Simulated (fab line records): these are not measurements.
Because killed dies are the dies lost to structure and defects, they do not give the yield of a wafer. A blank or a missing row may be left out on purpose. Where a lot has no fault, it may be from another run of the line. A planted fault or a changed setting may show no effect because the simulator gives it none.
Split-lot experiment | flow sfq line | on a route of 325 steps: 5 lots, 23 wafers read

SPLIT DETAILS
At SFQ_TRILAYER_M1_ETCH_METAL_ETCH_042 (etches Nb in Cl2/Ar, stops on SiO2, target depth 240 nm, time 120 s), the setting time s was moved away from the recipe's 120 s on 4 of the 23 wafers read, by +9.5% to +10.2%. All remaining wafers had this setting at the recipe value.

The reading comes from the split's own step.

THE READING
KrF_of_TRILAYER_M1_LITHO_COAT_039.thk nm (the simulator's own value, which no gauge read), in nm, at SFQ_TRILAYER_M1_ETCH_METAL_ETCH_042 (etches Nb in Cl2/Ar, stops on SiO2, target depth 240 nm, time 120 s). The file gives no usual value for it. Average 381.6 nm, standard deviation 3.2 nm, over the 19 wafers here run with the recipe.

wafer  | tool, chamber at the split | time s as run, s | against the recipe | KrF_of_TRILAYER_M1_LITHO_COAT_039.thk nm, nm | against lot-mates on the recipe
L076.1 | rie metal-03, 0            | 120              | recipe             | 383.8                                        | -
L076.2 | rie metal-03, 1            | 120              | recipe             | 380.7                                        | -
L076.3 | rie metal-03, 1            | 120              | recipe             | 378.5                                        | -
L076.5 | rie metal-03, 1            | 120              | recipe             | 382.4                                        | -
L076.6 | rie metal-03, 0            | 120              | recipe             | 384.3                                        | -
L081.2 | rie metal-01, 0            | 120              | recipe             | 380.5                                        | -
L081.3 | rie metal-01, 0            | 120              | recipe             | 380.5                                        | -
L081.6 | rie metal-01, 0            | 120              | recipe             | 380.1                                        | -
L082.1 | rie metal-01, 1            | 120              | recipe             | 386.4                                        | -
L082.2 | rie metal-01, 0            | 120              | recipe             | 384.6                                        | -
L082.3 | rie metal-01, 1            | 120              | recipe             | 386.6                                        | -
L082.5 | rie metal-01, 1            | 120              | recipe             | 386.2                                        | -
L082.6 | rie metal-01, 1            | 120              | recipe             | 385.3                                        | -
L083.1 | rie metal-04, 1            | 120              | recipe             | 379.1                                        | -
L083.2 | rie metal-04, 0            | 120              | recipe             | 379.9                                        | -
L083.3 | rie metal-04, 1            | 120              | recipe             | 380.5                                        | -
L083.5 | rie metal-04, 0            | 131.4            | +9.5%              | 365.3                                        | -14.5
L083.6 | rie metal-04, 1            | 131.4            | +9.5%              | 365.9                                        | -13.9
L084.1 | rie metal-04, 0            | 132.2            | +10.2%             | 361.2                                        | -16.0
L084.2 | rie metal-04, 1            | 120              | recipe             | 376.9                                        | -
L084.3 | rie metal-04, 0,1          | 120              | recipe             | 377.3                                        | -
L084.6 | rie metal-04, 0,1          | 120              | recipe             | 377.3                                        | -
L084.4 | rie metal-04, 1            | 132.2            | +10.2%             | 362.9                                        | -14.3
If several chambers appear in one row, that row covers several wafers at once and the file leaves open which wafer was in which chamber.

THE FIT
A straight line over all 23 wafers: KrF_of_TRILAYER_M1_LITHO_COAT_039.thk nm changes by -1.82 nm for each +1% of time s; r = -0.92; the points scatter about the line by 3.1 nm.
The same after taking each lot's own level away (the mean of its wafers on the recipe; 23 wafers): -1.49 nm for each +1%; r = -0.98; scatter 1.2 nm.
The reading moves by 15 nm for the largest change in time s, on that fit.
The span of the lots' own levels, 377.17 to 385.82 nm, comes to 2.7 times the standard deviation stated above.
Thus the slope moves with the lot-to-lot level: the two fits are different.
Check: for one of the wafers moved furthest among these (+10.2%), held out of the fit, the line's prediction against its lot-mates is -14.9 nm. It came out at -16 nm against them.

OTHER SPLITS ON THESE WAFERS
Note: prior to the reading, these wafers also went through further splits. Each is held against what the fit with the lots' levels taken away leaves over:
other split on the same wafers               | wafers away from the commonest value | r with KrF_of_TRILAYER_M1_LITHO_COAT_039.thk nm (lot level and that fit taken away)
SFQ_TRILAYER_L0_LITHO_COAT_005 resist thk nm | 4                                    | +0.31
SFQ_TRILAYER_L0_VIA_LITHO_COAT_018 spin rpm  | 5                                    | +0.01
SFQ_TRILAYER_L0_VIA_LITHO_PEB_016 peb time s | 11                                   | -0.15
SFQ_TRILAYER_M0_DEP_SPUTTER_019 time s       | 9                                    | -0.10
SFQ_TRILAYER_M0_LITHO_COAT_021 spin rpm      | 11                                   | -0.24
SFQ_TRILAYER_M0_ETCH_METAL_ETCH_024 icp w    | 6                                    | +0.31
SFQ_TRILAYER_I0_VIA_LITHO_COAT_036 spin rpm  | 5                                    | -0.08
SFQ_TRILAYER_I0_VIA_LITHO_EXPOSE_032 dose mj | 6                                    | -0.07
SFQ_TRILAYER_M1_LITHO_COAT_044 resist thk nm | 7                                    | +0.11

FILE'S OWN FIT
KrF_of_TRILAYER_M1_LITHO_COAT_039.thk nm changes by -1.49 nm for each +1% of time s, r = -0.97.
